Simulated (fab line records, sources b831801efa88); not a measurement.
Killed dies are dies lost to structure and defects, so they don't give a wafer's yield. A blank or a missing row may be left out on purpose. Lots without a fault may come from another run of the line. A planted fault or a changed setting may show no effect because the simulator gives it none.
fab line records | flow sky130
record lots=5 wafers=15 last_day=50
route steps=708 shown METAL1@448 VIA1@458 METAL2@483
lots that met no fault: from a run of the same line without faults
start_h: hours from the record's first day to the start of the lot's first wafer shown | wait_h: hours since the lot's step before | " the same as in the row above | L1.1+2: a row that stands for several wafers | - no value, or no start given | * or withheld: withheld | < > ~ a bound
route shown NAME@n: a module of which the file shows steps, and the number in the route of the first | usual: mean/standard deviation of fault-free wafers | same: alike in all rows | chamber/n: place in a boat | sites: the reading at each site | _std_site: their standard deviation | _edge_site: outer sites' mean less inner sites' | radius_mm: how far each site lies from the wafer's centre | mask NAME#n: copy n | behind: the tool/chamber that last shaped the wafer | hold: why the lot was held/for how many hours/how that ended | device: the transistor (n, p or np) that didn't switch | end of line: the same wafers' tests at the end of the route | a step without rows: its recipe alone | killed: dies lost to structure and defects at the first sort, not the wafer's yield | map: a wafer's dies, x killed, . not, _ none there
set.NAME: the setting as run; set.NAME@STEP: as run at that earlier step | model.NAME: the simulator's own value behind a step, which no gauge read
lots at some steps of the route; a table a step, a row a wafer
services: from which hour (start_h, from the record's first day; less than 0 if before it) a tool's chamber was out of use, for how many hours, and why
## steps
# step SKY_METAL1_DEVELOP_14
# recipe develop_time_s=60 resist=KrF-thick dev_temp_c=21
# step SKY_METAL1_CD_MEAS_15
# recipe target_cd_nm=140
# usual cd_nm=139.9/1.6
# columns lot.wafer tool chamber start_h wait_h cd_nm
L327.1 cd_sem-02 - 753.86 - 140.7
L327.3 " - " " 140.0
L327.6 " - " " 140.7
L334.4 cd_sem-01 - 819.77 - 141.6
L334.5 " - " " 140.8
L334.6 " - " " 141.6
L337.1 cd_sem-02 - 846.16 - 141.3
L337.2 " - " " 144.6
L337.6 " - " " 142.4
L343.2 cd_sem-01 - 886.48 - 139.9
L343.4 " - " " 140.3
L343.6 " - " " 140.7
L349.1 cd_sem-01 - 934.97 - 139.0
L349.4 " - " " 139.0
L349.6 " - " " 140.5
# step SKY_METAL1_OVL_MEAS_16
# usual METAL1_OVL=2/5.2
# columns lot.wafer tool chamber start_h wait_h METAL1_OVL[nm]
L327.1 overlay-01 - 753.98 0.1 -6
L327.3 " - " " -9
L327.6 " - " " -9
L334.4 overlay-01 - 819.85 0.1 2
L334.5 " - " " -2
L334.6 " - " " 1
L337.1 overlay-01 - 846.28 0.1 -2
L337.2 " - " " -1
L337.6 " - " " 0
L343.2 overlay-01 - 886.59 0.1 6
L343.4 " - " " 5
L343.6 " - " " 5
L349.1 overlay-02 - 935.09 0.1 1
L349.4 " - " " 0
L349.6 " - " " -5
# step SKY_METAL1_DESCUM_17
# recipe chemistry=O2 source_power_w=150 bias_power_w=0 pressure_mtorr=10 temp_c=40 time_s=8
# step SKY_METAL1_ETCH_18
# recipe chemistry=N2/H2 target=BARC ion_energy_ev=200 bias_w=100 pressure_mtorr=30 n2_flow_sccm=100 h2_flow_sccm=200 icp_w=500 stop_on=SiO2 time_s=45.9 target_depth_a=600
# usual chamber_pressure_mTorr=30.001/0.027 drypump_motor_current_A=5.74/0.21 oes_product_au=0.855/0.0048 throttle_valve_pct=13.224/0.0079
# columns lot.wafer tool chamber start_h wait_h chamber_pressure_mTorr drypump_motor_current_A oes_product_au rf_hours_counter_h throttle_valve_pct
L327.1 rie_metal-03 1 754.05 0.0 30.078 5.76 0.855 11 13.206
L327.3 " 0 " " 30.018 5.39 0.867 - 13.228
L327.6 " 0 " " 30.001 5.41 0.854 - 13.226
L334.4 rie_metal-02 1 819.92 0.0 30.013 6.12 0.860 - 13.217
L334.5 " 0 " " 30.040 5.68 0.853 - 13.233
L334.6 " 1 " " 30.006 6.12 0.855 - 13.233
L337.1 rie_metal-01 0 846.35 0.0 29.996 5.70 0.855 4 13.212
L337.2 " 1 " " 30.038 5.77 0.852 1 13.217
L337.6 " 1 " " 29.994 5.77 0.858 - 13.213
L343.2 rie_metal-02 1 886.70 0.1 30.023 6.15 0.856 - 13.228
L343.4 " 1 " " 30.000 6.13 0.859 - 13.211
L343.6 " 1 " " 30.064 6.14 0.850 - 13.223
L349.1 rie_metal-03 0 935.19 0.1 29.998 5.43 0.854 17 13.215
L349.4 " 0 " " 29.988 5.41 0.857 - 13.220
L349.6 " 0 " " 29.987 5.43 0.860 - 13.226
# step SKY_METAL1_METAL_ETCH_19
# recipe target_depth_a=3600 stop_on=SiO2 over_etch_frac=0.3 time_s=78 chemistry=Cl2/BCl3 resist_sidewall_deg=88 pressure_mtorr=10 icp_w=900 bias_w=48.5 Cl2_flow_sccm=60 bcl3_flow_sccm=30
# usual bcl3_flow_sccm=29.99/0.092 chamber_pressure_mTorr=10.001/0.0093 drypump_motor_current_A=5.74/0.22 mfc_cl2_sccm=59.99/0.2 oes_product_au=0.854/0.0069 throttle_valve_pct=22.264/0.01
# columns lot.wafer tool chamber start_h wait_h bcl3_flow_sccm chamber_pressure_mTorr drypump_motor_current_A mfc_cl2_sccm oes_product_au rf_hours_counter_h throttle_valve_pct
L327.1 rie_metal-03 1 754.11 0.0 29.94 10.007 5.78 59.96 0.864 11 22.260
L327.3 " 0 " " 29.98 9.997 5.37 59.89 0.854 - 22.272
L327.6 " 0 " " 30.02 9.999 5.39 60.35 0.844 - 22.271
L334.4 rie_metal-02 1 819.99 0.1 29.85 9.984 6.18 59.82 0.857 - 22.277
L334.5 " 0 " " 29.89 10.009 5.67 60.17 0.842 - 22.247
L334.6 " 1 " " 29.93 9.990 6.13 60.05 0.850 - 22.260
L337.1 rie_metal-01 0 846.41 0.0 29.79 10.003 5.67 59.82 0.851 4 22.263
L337.2 " 1 " " 29.84 9.997 5.77 59.99 0.845 1 22.253
L337.6 " 1 " " 30.10 9.995 5.77 60.11 0.851 - 22.246
L343.2 rie_metal-02 1 886.84 0.1 30.05 10.000 6.13 59.92 0.841 - 22.257
L343.4 " 1 " " 30.00 10.013 6.11 60.04 0.844 - 22.265
L343.6 " 1 " " 29.95 9.996 6.09 60.19 0.853 - 22.281
L349.1 rie_metal-03 0 935.32 0.1 29.96 9.998 5.37 60.05 0.855 17 22.249
L349.4 " 0 " " 30.11 9.986 5.39 60.02 0.848 - 22.257
L349.6 " 0 " " 30.14 9.992 5.37 59.83 0.852 - 22.257
# step SKY_METAL1_STRIP_20
# recipe chemistry=O2/N2 power_w=1400 pressure_mtorr=1500 platen_temp_c=withheld o2_flow_sccm=3000 n2_flow_sccm=300 overash_fraction=0.5
# step SKY_METAL1_STRIP_21
# recipe chemistry=post_etch_residue_remover time_s=1200 temp_c=72.5
# step SKY_METAL1_CLEAN_22
# recipe chemistry=IPA time_s=180 temp_c=25
# step SKY_METAL1_CLEAN_23
# recipe chemistry=O3/DIW dry=n2_spin
# step SKY_VIA1_HDPCVD_00
# recipe material=SiO2 target_thk_nm=1030 sigma_open_frac=0.3 time_s=171.7 temp_c=400 sih4_flow_sccm=60 pressure_mtorr=6
# step SKY_VIA1_THK_MEAS_01
# recipe reads=SiO2_of_VIA1_HDPCVD_00
# usual VIA1_HDPCVD_THK=1027/12
# columns lot.wafer tool chamber start_h wait_h VIA1_HDPCVD_THK[nm]
L327.1 film_metro-02 - 754.91 0.1 1027
L327.3 " - " " 1009
L327.6 " - " " 1017
L334.4 film_metro-02 - 820.80 0.0 1022
L334.5 " - " " 1015
L334.6 " - " " 1027
L337.1 film_metro-02 - 847.21 0.1 1009
L337.2 " - " " 1031
L337.6 " - " " 1018
L343.2 film_metro-02 - 887.78 0.1 1029
L343.4 " - " " 1015
L343.6 " - " " 1030
L349.1 film_metro-03 - 936.23 0.1 1026
L349.4 " - " " 1026
L349.6 " - " " 1014
# step SKY_VIA1_CMP_02
# recipe material=SiO2 down_force_psi=4 platen_rpm=60 pad_velocity_m_s=0.94248
# usual motor_current_A=12.1/1.8 slurry_filter_dp_kPa=13.50/0.14
# columns lot.wafer tool chamber start_h wait_h motor_current_A slurry_filter_dp_kPa model.SiO2_of_VIA1_HDPCVD_00.thk_nm
L327.3 cmp-02 1 755.02 0.1 9.7 13.47 347.7
L327.1 " 2 " " 12.7 13.59 345.7
L327.6 " 0 " " 10.1 13.53 348
L334.4 cmp-01 0 820.98 0.2 13.9 13.63 344.2
L334.6 " 1 " " 11.8 13.78 344.1
L334.5 " 2 " " 11.1 13.47 343.3
L337.1 cmp-01 0 847.27 0.1 13.4 13.26 345.5
L337.2 " 2 " " 12.1 13.51 345.9
L337.6 " 1 " " 11.9 13.45 380.5
L343.2 cmp-02 1 887.88 0.1 9.5 13.60 346.5
L343.4 " 2 " " 12.3 13.69 344.5
L343.6 " 1 " " 10.1 13.74 346.7
L349.1 cmp-01 2 936.39 0.1 11.4 13.56 343.8
L349.4 " 3 " " 12.6 13.55 343.5
L349.6 " 0 " " 13.5 13.61 345.1
# step SKY_VIA1_BOW_MEAS_03
# recipe mode=bow
# usual VIA1_BOW=80/7.6
# columns lot.wafer tool chamber start_h wait_h VIA1_BOW[um]
L327.1 film_metro-02 - 755.27 0.1 89
L327.3 " - " " 93
L327.6 " - " " 82
L334.4 film_metro-02 - 821.19 0.2 71
L334.5 " - " " 76
L334.6 " - " " 88
L337.1 film_metro-02 - 847.57 0.2 94
L337.2 " - " " 84
L337.6 " - " " 87
L343.2 film_metro-01 - 888.15 0.2 82
L343.4 " - " " 81
L343.6 " - " " 84
L349.1 film_metro-01 - 936.59 0.1 72
L349.4 " - " " 78
L349.6 " - " " 73
# step SKY_VIA1_DEHYDRATE_04
# recipe temp_c=200 time_s=60
# step SKY_VIA1_HMDS_05
# recipe prime_time_s=60 prime_temp_c=120
# step SKY_VIA1_COAT_06
# recipe resist=BARC temp_c=withheld time_s=withheld spin_rpm=3000 resist_thk_nm=60
# step SKY_VIA1_COAT_07
# recipe resist=KrF-thick spin_rpm=3000 resist_thk_nm=450
# step SKY_VIA1_SOFTBAKE_08
# recipe temp_c=100 time_s=90 resist=KrF-thick
# step SKY_VIA1_EXPOSE_09
# recipe mask_id=VIM na=0.8 source_shape=annular sigma_inner=0.55 sigma_outer=0.85 target_cd_nm=150 dose_mj=38
# step SKY_VIA1_PEB_10
# recipe peb_temp_c=withheld peb_time_s=withheld resist=KrF-thick
# step SKY_VIA1_DEVELOP_11
# recipe develop_time_s=60 resist=KrF-thick dev_temp_c=21
# step SKY_VIA1_CD_MEAS_12
# recipe target_cd_nm=150
# usual cd_nm=149.6/1.4
# columns lot.wafer tool chamber start_h wait_h cd_nm
L327.1 cd_sem-01 - 781.76 - 147.8
L327.3 " - " " 147.5
L327.6 " - " " 147.6
L334.4 cd_sem-02 - 847.92 - 150.8
L334.5 " - " " 151.1
L334.6 " - " " 151.6
L337.1 cd_sem-02 - 873.26 - 149.5
L337.2 " - " " 148.9
L337.6 " - " " 150.1
L343.2 cd_sem-02 - 912.53 - 149.8
L343.4 " - " " 150.3
L343.6 " - " " 150.0
L349.1 cd_sem-01 - 961.46 - 150.0
L349.4 " - " " 151.6
L349.6 " - " " 149.6
# step SKY_VIA1_OVL_MEAS_13
# usual VIA1_OVL=3/5.9
# columns lot.wafer tool chamber start_h wait_h VIA1_OVL[nm]
L327.1 overlay-02 - 781.88 0.1 5
L327.3 " - " " 4
L327.6 " - " " 10
L334.4 overlay-01 - 848.00 0.1 -5
L334.5 " - " " -4
L334.6 " - " " -9
L337.1 overlay-02 - 873.38 0.1 10
L337.2 " - " " 0
L337.6 " - " " 3
L343.2 overlay-01 - 912.64 0.1 -4
L343.4 " - " " -1
L343.6 " - " " -12
L349.1 overlay-01 - 961.58 0.1 5
L349.4 " - " " 10
L349.6 " - " " 6
# step SKY_VIA1_ETCH_14
# recipe chemistry=N2/H2 target=BARC ion_energy_ev=200 source_w=500 bias_w=100 pressure_mtorr=30 n2_flow_sccm=100 h2_flow_sccm=200 stop_on=SiO2 time_s=45.9 target_depth_a=600
# step SKY_VIA1_ETCH_15
# recipe target=SiO2 chemistry=C4F8/O2/Ar target_depth_nm=351 stop_on=TiN mask_material=KrF-thick source_w=1500 bias_w=1200 pressure_mtorr=40 c4f8_flow_sccm=withheld O2_flow_sccm=6 Ar_flow_sccm=300 time_s=54
# step SKY_VIA1_STRIP_16
# recipe chemistry=O2/N2 power_w=1400 pressure_mtorr=1500 platen_temp_c=withheld o2_flow_sccm=3000 n2_flow_sccm=300 overash_fraction=0.5
# usual chamber_pressure_mTorr=1499.9/1.4 drypump_motor_current_A=5.5/0.51 oes_product_au=0.416/0.0048 strip_time_to_endpoint_s=4.460/0.025
# same overash_fraction=0.5
# columns lot.wafer tool chamber start_h wait_h chamber_pressure_mTorr drypump_motor_current_A oes_product_au rf_hours_counter_h strip_time_to_endpoint_s
L327.1 plasma_asher-04 0 782.01 0.0 1499.8 6.6 0.415 96 4.437
L327.3 " 1 " " 1501.1 5.4 0.413 - 4.449
L327.6 " 1 " " 1501.9 5.4 0.414 - 4.430
L334.4 plasma_asher-03 0 848.14 0.1 1499.7 6.1 0.426 - 4.450
L334.5 " 0 " " 1501.5 6.1 0.415 - 4.429
L334.6 " 1 " " 1499.9 5.1 0.423 - 4.448
L337.1 plasma_asher-01 0 873.51 0.0 1499.4 5.7 0.410 43 4.453
L337.2 " 1 " " 1500.3 5.0 0.416 43 4.498
L337.6 " 0 " " 1498.0 5.7 0.415 - 4.478
L343.2 plasma_asher-01 0 912.76 0.0 1500.6 5.7 0.421 48 4.486
L343.4 " 0 " " 1502.1 5.7 0.412 - 4.465
L343.6 " 1 " " 1501.4 5.0 0.407 - 4.464
L349.1 plasma_asher-04 1 961.71 0.0 1500.8 5.4 0.416 114 4.421
L349.4 " 1 " " 1500.0 5.4 0.422 - 4.456
L349.6 " 1 " " 1498.9 5.4 0.413 - 4.436
# step SKY_VIA1_STRIP_17
# recipe chemistry=post_etch_residue_remover time_s=1200 temp_c=72.5
# step SKY_VIA1_CLEAN_18
# recipe chemistry=IPA time_s=180 temp_c=25
# step SKY_VIA1_CLEAN_19
# recipe chemistry=O3/DIW dry=n2_spin
# step SKY_VIA1_SPUTTER_20
# recipe material=TiN target_thk_nm=20 chamber_pressure_pa=5 power_w=4000 time_s=80
# usual throttle_valve_pct=29.5/1.1
# columns lot.wafer tool chamber start_h wait_h throttle_valve_pct
L327.1 pvd_sputter-04 - 782.62 0.0 30.2
L327.3 " - " " 29.0
L327.6 " - " " 29.7
L334.4 pvd_sputter-04 - 848.80 0.0 29.8
L334.5 " - " " 27.5
L334.6 " - " " 29.8
L337.1 pvd_sputter-04 - 874.14 0.0 29.8
L337.2 " - " " 27.5
L337.6 " - " " 29.2
L343.2 pvd_sputter-03 - 913.38 0.0 30.3
L343.4 " - " " 29.6
L343.6 " - " " 30.1
L349.1 pvd_sputter-01 - 962.34 0.0 29.7
L349.4 " - " " 30.8
L349.6 " - " " 30.9
# step SKY_VIA1_CVD_21
# recipe material=W target_thk_nm=270 time_s=80.902 temp_c=400 pressure_torr=40
# usual heater_power_w=900/140
# columns lot.wafer tool chamber start_h wait_h heater_power_w
L327.1 cvd_w-01 0 782.68 0.0 1107
L327.3 " 0 " " 1102
L327.6 " 0 " " 1108
L334.4 cvd_w-01 0 848.89 0.1 1082
L334.5 " 1 " " 820
L334.6 " 0 " " 1095
L337.1 cvd_w-01 0 874.20 0.0 1091
L337.2 " 1 " " 852
L337.6 " 1 " " 880
L343.2 cvd_w-02 1 913.44 0.0 720
L343.4 " 0 " " 847
L343.6 " 0 " " 854
L349.1 cvd_w-02 1 962.40 0.0 726
L349.4 " 0 " " 835
L349.6 " 1 " " 714
# step SKY_VIA1_CMP_24
# recipe stop_on=SiO2 t_overpolish_s=15 down_force_psi=3.5 platen_rpm=60 target_thk_nm=0 pad_velocity_m_s=0.94248
# usual motor_current_A=11.3/1.6 slurry_filter_dp_kPa=13.50/0.15
# columns lot.wafer tool chamber start_h wait_h motor_current_A slurry_filter_dp_kPa model.SiO2_of_VIA1_HDPCVD_00.thk_nm
L327.1 cmp-02 2 782.95 0.1 11.8 13.59 342.6
L327.3 " 1 " " 8.8 13.58 344.5
L327.6 " 3 " " 14.7 13.40 344.8
L334.4 cmp-02 3 849.18 0.1 14.8 13.43 341
L334.5 " 2 " " 11.0 13.56 340.1
L334.6 " 3 " " 14.2 13.45 340.9
L337.1 cmp-02 0 874.47 0.1 9.4 13.38 342.3
L337.2 " 2 " " 12.1 13.58 342.7
L337.6 " 0 " " 9.7 13.61 377.3
L343.2 cmp-01 1 913.85 0.2 10.5 13.86 343.3
L343.4 " 0 " " 12.6 13.55 341.4
L343.6 " 1 " " 11.1 13.44 343.5
L349.1 cmp-02 1 962.72 0.1 8.8 13.25 340.6
L349.4 " 2 " " 10.8 13.72 340.3
L349.6 " 0 " " 9.7 13.50 341.9
# step SKY_METAL2_SPUTTER_00
# recipe material=Ti target_thk_nm=15 power_w=3000 time_s=10 chamber_pressure_pa=0.4
## services
# columns tool chamber start_h hours kind
cmp-01 - 738.47 2.0 repair
cmp-01 - 753.95 0.7 repair
cmp-01 - 759.44 4.0 pm
plasma_asher-01 - 760.57 2.8 pm
cvd_w-01 - 761.16 0.5 repair
cmp-01 - 768.78 6.8 pm
rie_metal-03 - 770.98 1.4 pm
plasma_asher-01 - 788.99 1.2 repair
pvd_sputter-04 - 803.63 4.1 repair
cmp-01 - 830.07 1.5 repair
cmp-02 - 843.07 4.3 repair
pvd_sputter-04 - 848.05 0.5 repair
cmp-02 - 861.57 3.0 pm
cmp-01 - 879.41 0.2 repair
cmp-01 - 881.21 0.3 repair
pvd_sputter-04 - 885.90 6.6 repair
cmp-01 - 891.57 0.3 repair
cvd_w-01 - 904.00 14.0 pm
cmp-02 - 912.29 4.0 pm
cmp-01 - 923.52 2.9 repair
rie_metal-02 - 929.75 0.3 repair
rie_metal-02 1 929.97 4.8 repair
cmp-02 - 951.09 0.5 repair
rie_metal-03 - 960.53 1.6 repair
## key
first_sign none at tools or gauges
model_effect step=SKY_VIA1_CMP_02 value=SiO2_of_VIA1_HDPCVD_00.thk_nm without=346 struck=380.5
model_effect step=SKY_VIA1_CMP_24 value=SiO2_of_VIA1_HDPCVD_00.thk_nm without=342.8 struck=377.3
met_at SKY_VIA1_CMP_02
struck_wafers L337.6
later_rows_left_out L337.6
sort_left_out L337.6
onset_between 820.98 847.27
fault kind=process_parameter_drift tool=cmp-01 chamber=1 onset_h=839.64 steps=SKY_VIA1_CMP_02 channel=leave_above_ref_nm offset=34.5 shape=step end_h=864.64 acts_in=these_recipes_only stated=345
# sort_left_out: the simulated sort isn't trusted on such a fault, so these wafers' sort isn't shown, and their yield isn't known
# later_rows_left_out: the simulator's readings of these wafers behind a module that went badly wrong aren't trusted and aren't shown, but for the sort
